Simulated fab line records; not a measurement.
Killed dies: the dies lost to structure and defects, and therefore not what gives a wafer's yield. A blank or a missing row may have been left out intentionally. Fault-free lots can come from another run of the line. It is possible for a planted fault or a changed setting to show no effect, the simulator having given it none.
Which tool is to blame? || flow gf180mcu || 13 lots, 39 wafers sampled, at 5 steps of a route of 602

== WHAT EACH GAUGE READ, for each wafer ==
GF_STI_BOW_MEAS_00. Usual: for INCOMING_BOW the level is 0 um and the standard deviation is 6.1.
{"lot": "L552", "measured": "day 2 01:00", "on": "film-metro-02", "INCOMING_BOW (um)": "5 -2 -4", "flag": ""}
{"lot": "L553", "measured": "day 2 06:01", "on": "film-metro-03", "INCOMING_BOW (um)": "1 -7 7", "flag": ""}
{"lot": "L554", "measured": "day 2 11:00", "on": "film-metro-01", "INCOMING_BOW (um)": "-1 -4 2", "flag": ""}
{"lot": "L555", "measured": "day 2 16:02", "on": "film-metro-03", "INCOMING_BOW (um)": "-8 -2 -6", "flag": ""}
{"lot": "L556", "measured": "day 2 21:00", "on": "film-metro-03", "INCOMING_BOW (um)": "-2 -9 6", "flag": ""}
{"lot": "L559", "measured": "day 3 12:00", "on": "film-metro-02", "INCOMING_BOW (um)": "2 9 0", "flag": ""}
{"lot": "L560", "measured": "day 3 17:01", "on": "film-metro-01", "INCOMING_BOW (um)": "1 1 -2", "flag": ""}
{"lot": "L561", "measured": "day 3 22:01", "on": "film-metro-02", "INCOMING_BOW (um)": "-7 0 -8", "flag": ""}
{"lot": "L563", "measured": "day 4 08:01", "on": "film-metro-03", "INCOMING_BOW (um)": "9 2 5", "flag": ""}
{"lot": "L565", "measured": "day 4 18:00", "on": "film-metro-03", "INCOMING_BOW (um)": "0 2 2", "flag": ""}
{"lot": "L570", "measured": "day 5 19:00", "on": "film-metro-03", "INCOMING_BOW (um)": "11 5 4", "flag": ""}
{"lot": "L571", "measured": "day 6 00:01", "on": "film-metro-02", "INCOMING_BOW (um)": "2 -2 5", "flag": ""}
{"lot": "L572", "measured": "day 6 05:01", "on": "film-metro-01", "INCOMING_BOW (um)": "-9 -7 -12", "flag": ""}

GF_STI_THK_MEAS_22. Usual: for STI_OXIDATION_01_THK the level is 14.99 nm and the standard deviation is 0.29.
{"lot": "L552", "measured": "day 2 20:17", "on": "film-metro-01", "STI_OXIDATION_01_THK (nm)": "15.29 15.00 15.17", "flag": ""}
{"lot": "L553", "measured": "day 3 00:08", "on": "film-metro-01", "STI_OXIDATION_01_THK (nm)": "14.76 14.67 14.72", "flag": ""}
{"lot": "L554", "measured": "day 3 05:47", "on": "film-metro-02", "STI_OXIDATION_01_THK (nm)": "15.34 15.27 15.36", "flag": ""}
{"lot": "L555", "measured": "day 3 12:35", "on": "film-metro-02", "STI_OXIDATION_01_THK (nm)": "14.72 14.99 15.00", "flag": ""}
{"lot": "L556", "measured": "day 3 16:40", "on": "film-metro-01", "STI_OXIDATION_01_THK (nm)": "14.49 14.73 14.34", "flag": ""}
{"lot": "L559", "measured": "day 4 07:22", "on": "film-metro-01", "STI_OXIDATION_01_THK (nm)": "14.59 14.44 14.28", "flag": ""}
{"lot": "L560", "measured": "day 4 12:08", "on": "film-metro-03", "STI_OXIDATION_01_THK (nm)": "- - -", "flag": "OFF"}
{"lot": "L561", "measured": "day 4 16:38", "on": "film-metro-01", "STI_OXIDATION_01_THK (nm)": "- - -", "flag": "OFF"}
{"lot": "L563", "measured": "day 5 03:20", "on": "film-metro-03", "STI_OXIDATION_01_THK (nm)": "14.70 15.04 14.95", "flag": ""}
{"lot": "L565", "measured": "day 5 13:16", "on": "film-metro-01", "STI_OXIDATION_01_THK (nm)": "15.35 15.52 15.45", "flag": ""}
{"lot": "L570", "measured": "day 6 15:14", "on": "film-metro-03", "STI_OXIDATION_01_THK (nm)": "14.99 15.25 15.16", "flag": ""}
{"lot": "L571", "measured": "day 6 20:28", "on": "film-metro-03", "STI_OXIDATION_01_THK (nm)": "15.31 15.09 15.04", "flag": ""}
{"lot": "L572", "measured": "day 7 03:05", "on": "film-metro-02", "STI_OXIDATION_01_THK (nm)": "15.46 15.38 15.17", "flag": ""}

GF_VT_IMPLANT_OVL_MEAS_18. Usual: for VT_IMPLANT_01_OVL the level is 0.1 nm and the standard deviation is 1.4.
{"lot": "L552", "measured": "day 7 01:21", "on": "overlay-01", "VT_IMPLANT_01_OVL (nm)": "1.1 0.4 1.6", "flag": ""}
{"lot": "L553", "measured": "day 7 05:48", "on": "overlay-02", "VT_IMPLANT_01_OVL (nm)": "-0.6 -1.3 -0.5", "flag": ""}
{"lot": "L554", "measured": "day 7 18:05", "on": "overlay-02", "VT_IMPLANT_01_OVL (nm)": "-1.5 -1.1 -1.3", "flag": ""}
{"lot": "L555", "measured": "day 7 19:03", "on": "overlay-01", "VT_IMPLANT_01_OVL (nm)": "3.0 4.8 1.4", "flag": ""}
{"lot": "L556", "measured": "day 8 02:59", "on": "overlay-02", "VT_IMPLANT_01_OVL (nm)": "0.1 0.0 0.5", "flag": ""}
{"lot": "L559", "measured": "day 8 20:43", "on": "overlay-01", "VT_IMPLANT_01_OVL (nm)": "0.3 2.2 0.7", "flag": ""}
{"lot": "L563", "measured": "day 9 21:07", "on": "overlay-02", "VT_IMPLANT_01_OVL (nm)": "0.8 -0.2 0.5", "flag": ""}
{"lot": "L565", "measured": "day 10 10:45", "on": "overlay-02", "VT_IMPLANT_01_OVL (nm)": "-1.3 -2.5 -0.3", "flag": ""}
{"lot": "L570", "measured": "day 11 17:17", "on": "overlay-02", "VT_IMPLANT_01_OVL (nm)": "-0.7 -1.5 -0.7", "flag": ""}
{"lot": "L571", "measured": "day 12 03:15", "on": "overlay-02", "VT_IMPLANT_01_OVL (nm)": "-1.1 -3.3 -0.8", "flag": ""}
{"lot": "L572", "measured": "day 12 06:48", "on": "overlay-02", "VT_IMPLANT_01_OVL (nm)": "-2.0 0.3 0.1", "flag": ""}

== EACH LOT AND THE TOOL THAT RAN IT (in order: tool; ch and the chambers of the sampled wafers; start) ==
{"lot": "L552", "GF_STI_CVD_03": "lpcvd-01 ch 1, day 2 04:08", "GF_NWELL_STRIP_10": "plasma-asher-02 ch 0,1, day 4 01:35"}
{"lot": "L553", "GF_STI_CVD_03": "lpcvd-02 ch 0, day 2 08:31", "GF_NWELL_STRIP_10": "plasma-asher-02 ch 0,1, day 4 05:17"}
{"lot": "L554", "GF_STI_CVD_03": "lpcvd-02 ch 1, day 2 13:56", "GF_NWELL_STRIP_10": "plasma-asher-04 ch 0,1, day 4 13:26"}
{"lot": "L555", "GF_STI_CVD_03": "lpcvd-02 ch 1, day 2 17:47", "GF_NWELL_STRIP_10": "plasma-asher-04 ch 0,1, day 4 17:53"}
{"lot": "L556", "GF_STI_CVD_03": "lpcvd-02 ch 0, day 2 23:04", "GF_NWELL_STRIP_10": "plasma-asher-02 ch 0,1, day 4 22:53"}
{"lot": "L559", "GF_STI_CVD_03": "lpcvd-02 ch 1, day 3 14:01", "GF_NWELL_STRIP_10": "plasma-asher-04 ch 0,1, day 5 14:44"}
{"lot": "L560", "GF_STI_CVD_03": "lpcvd-02 ch 1, day 3 19:34", "GF_NWELL_STRIP_10": "-"}
{"lot": "L561", "GF_STI_CVD_03": "lpcvd-02 ch 1, day 4 00:17", "GF_NWELL_STRIP_10": "-"}
{"lot": "L563", "GF_STI_CVD_03": "lpcvd-02 ch 1, day 4 10:22", "GF_NWELL_STRIP_10": "plasma-asher-01 ch 0,1, day 6 11:35"}
{"lot": "L565", "GF_STI_CVD_03": "lpcvd-01 ch 1, day 4 19:34", "GF_NWELL_STRIP_10": "plasma-asher-04 ch 0,1, day 6 22:26"}
{"lot": "L570", "GF_STI_CVD_03": "lpcvd-02 ch 0, day 5 20:34", "GF_NWELL_STRIP_10": "plasma-asher-02 ch 0,1, day 8 01:50"}
{"lot": "L571", "GF_STI_CVD_03": "lpcvd-02 ch 0, day 6 01:34", "GF_NWELL_STRIP_10": "plasma-asher-01 ch 0,1, day 8 08:38"}
{"lot": "L572", "GF_STI_CVD_03": "lpcvd-02 ch 0, day 6 06:46", "GF_NWELL_STRIP_10": "plasma-asher-04 ch 0,1, day 8 13:11"}
- GF_STI_CVD_03: deposits Si3N4 from DCS/NH3, target thk 207.16 nm, time 3551 s.
- GF_NWELL_STRIP_10: strips in O2/N2.

== AS READ BY THE TOOLS THEMSELVES (means over the sampled wafers that have a number; for cases with no such wafer, the mark the record gives instead) ==
GF_STI_CVD_03. Usual: pressure-mtorr 250.0 mTorr, standard deviation 0.53; spike-tc-bottom-C 791 C, standard deviation 3.5; zone-power-upper-pct 12.1 %, standard deviation 1.3.
{"lot": "L552", "tool": "lpcvd-01", "pressure-mtorr (mTorr)": 250.0, "spike-tc-bottom-C (C)": 787, "zone-power-upper-pct (%)": 10.0, "flag": ""}
{"lot": "L553", "tool": "lpcvd-02", "pressure-mtorr (mTorr)": 250.3, "spike-tc-bottom-C (C)": 790, "zone-power-upper-pct (%)": 12.1, "flag": ""}
{"lot": "L554", "tool": "lpcvd-02", "pressure-mtorr (mTorr)": 250.0, "spike-tc-bottom-C (C)": 796, "zone-power-upper-pct (%)": 12.6, "flag": ""}
{"lot": "L555", "tool": "lpcvd-02", "pressure-mtorr (mTorr)": 250.1, "spike-tc-bottom-C (C)": 794, "zone-power-upper-pct (%)": 12.6, "flag": ""}
{"lot": "L556", "tool": "lpcvd-02", "pressure-mtorr (mTorr)": 249.9, "spike-tc-bottom-C (C)": 790, "zone-power-upper-pct (%)": 12.1, "flag": ""}
{"lot": "L559", "tool": "lpcvd-02", "pressure-mtorr (mTorr)": 250.0, "spike-tc-bottom-C (C)": 795, "zone-power-upper-pct (%)": 12.6, "flag": ""}
{"lot": "L560", "tool": "lpcvd-02", "pressure-mtorr (mTorr)": "-", "spike-tc-bottom-C (C)": "-", "zone-power-upper-pct (%)": "-", "flag": "OFF"}
{"lot": "L561", "tool": "lpcvd-02", "pressure-mtorr (mTorr)": "-", "spike-tc-bottom-C (C)": "-", "zone-power-upper-pct (%)": "-", "flag": "OFF"}
{"lot": "L563", "tool": "lpcvd-02", "pressure-mtorr (mTorr)": 250.9, "spike-tc-bottom-C (C)": 796, "zone-power-upper-pct (%)": 12.7, "flag": ""}
{"lot": "L565", "tool": "lpcvd-01", "pressure-mtorr (mTorr)": 249.6, "spike-tc-bottom-C (C)": 786, "zone-power-upper-pct (%)": 10.0, "flag": ""}
{"lot": "L570", "tool": "lpcvd-02", "pressure-mtorr (mTorr)": 250.2, "spike-tc-bottom-C (C)": 789, "zone-power-upper-pct (%)": 12.1, "flag": ""}
{"lot": "L571", "tool": "lpcvd-02", "pressure-mtorr (mTorr)": 249.9, "spike-tc-bottom-C (C)": 789, "zone-power-upper-pct (%)": 12.1, "flag": ""}
{"lot": "L572", "tool": "lpcvd-02", "pressure-mtorr (mTorr)": 250.0, "spike-tc-bottom-C (C)": 790, "zone-power-upper-pct (%)": 12.1, "flag": ""}

GF_NWELL_STRIP_10. Usual: drypump-motor-current-A 5.9 A, standard deviation 0.32; heater-power-w 356 W, standard deviation 44; oes-product-au 0.723 a.u., standard deviation 0.0041; strip-time-to-endpoint-s 36.96 s, standard deviation 0.12.
{"lot": "L552", "tool": "plasma-asher-02", "drypump-motor-current-A (A)": 5.8, "heater-power-w (W)": 386, "oes-product-au (a.u.)": 0.725, "strip-time-to-endpoint-s (s)": 36.87, "flag": ""}
{"lot": "L553", "tool": "plasma-asher-02", "drypump-motor-current-A (A)": 5.8, "heater-power-w (W)": 382, "oes-product-au (a.u.)": 0.722, "strip-time-to-endpoint-s (s)": 36.92, "flag": ""}
{"lot": "L554", "tool": "plasma-asher-04", "drypump-motor-current-A (A)": 5.8, "heater-power-w (W)": 325, "oes-product-au (a.u.)": 0.724, "strip-time-to-endpoint-s (s)": 36.93, "flag": ""}
{"lot": "L555", "tool": "plasma-asher-04", "drypump-motor-current-A (A)": 6.0, "heater-power-w (W)": 368, "oes-product-au (a.u.)": 0.723, "strip-time-to-endpoint-s (s)": 36.95, "flag": ""}
{"lot": "L556", "tool": "plasma-asher-02", "drypump-motor-current-A (A)": 5.8, "heater-power-w (W)": 380, "oes-product-au (a.u.)": 0.725, "strip-time-to-endpoint-s (s)": 36.93, "flag": ""}
{"lot": "L559", "tool": "plasma-asher-04", "drypump-motor-current-A (A)": 5.7, "heater-power-w (W)": 329, "oes-product-au (a.u.)": 0.717, "strip-time-to-endpoint-s (s)": 36.87, "flag": ""}
{"lot": "L563", "tool": "plasma-asher-01", "drypump-motor-current-A (A)": 5.9, "heater-power-w (W)": 339, "oes-product-au (a.u.)": 0.722, "strip-time-to-endpoint-s (s)": 36.79, "flag": ""}
{"lot": "L565", "tool": "plasma-asher-04", "drypump-motor-current-A (A)": 6.0, "heater-power-w (W)": 359, "oes-product-au (a.u.)": 0.719, "strip-time-to-endpoint-s (s)": 36.84, "flag": ""}
{"lot": "L570", "tool": "plasma-asher-02", "drypump-motor-current-A (A)": 5.8, "heater-power-w (W)": 353, "oes-product-au (a.u.)": 0.721, "strip-time-to-endpoint-s (s)": 36.97, "flag": ""}
{"lot": "L571", "tool": "plasma-asher-01", "drypump-motor-current-A (A)": 5.9, "heater-power-w (W)": 345, "oes-product-au (a.u.)": 0.717, "strip-time-to-endpoint-s (s)": 36.78, "flag": ""}
{"lot": "L572", "tool": "plasma-asher-04", "drypump-motor-current-A (A)": 5.8, "heater-power-w (W)": 325, "oes-product-au (a.u.)": 0.719, "strip-time-to-endpoint-s (s)": 37.15, "flag": ""}

== THE ANSWER, worked out from the rows above alone ==
Rule: a lot is off if the mean of its wafers that have a number lies more than 3 standard deviations from the usual mean. A lot without any number at a reading at which 4 lots or more have one is off too. The other lots that the step has rows for count as sound. The gauges are gone through in route order, then the tools' own readings, and for those a lot's mean is taken as printed above. The first step at which some lot is off is used, and at that step the reading that is off furthest; a lot without a number counts as furthest.
Off: at GF_STI_THK_MEAS_22 (STI_OXIDATION_01_THK), L560, L561. Without a number there: L560, L561.
A tool fits if, at a process step before that reading, it ran every lot that is off, and no sound lot after the first of them. Not tried: the gauges at GF_STI_THK_MEAS_22; whatever is off there is also off at GF_STI_CVD_03, on other tools, and gauge error can't account for it. Not one of the candidates tried fits.

== WHAT THE SIMULATOR PUT IN ==
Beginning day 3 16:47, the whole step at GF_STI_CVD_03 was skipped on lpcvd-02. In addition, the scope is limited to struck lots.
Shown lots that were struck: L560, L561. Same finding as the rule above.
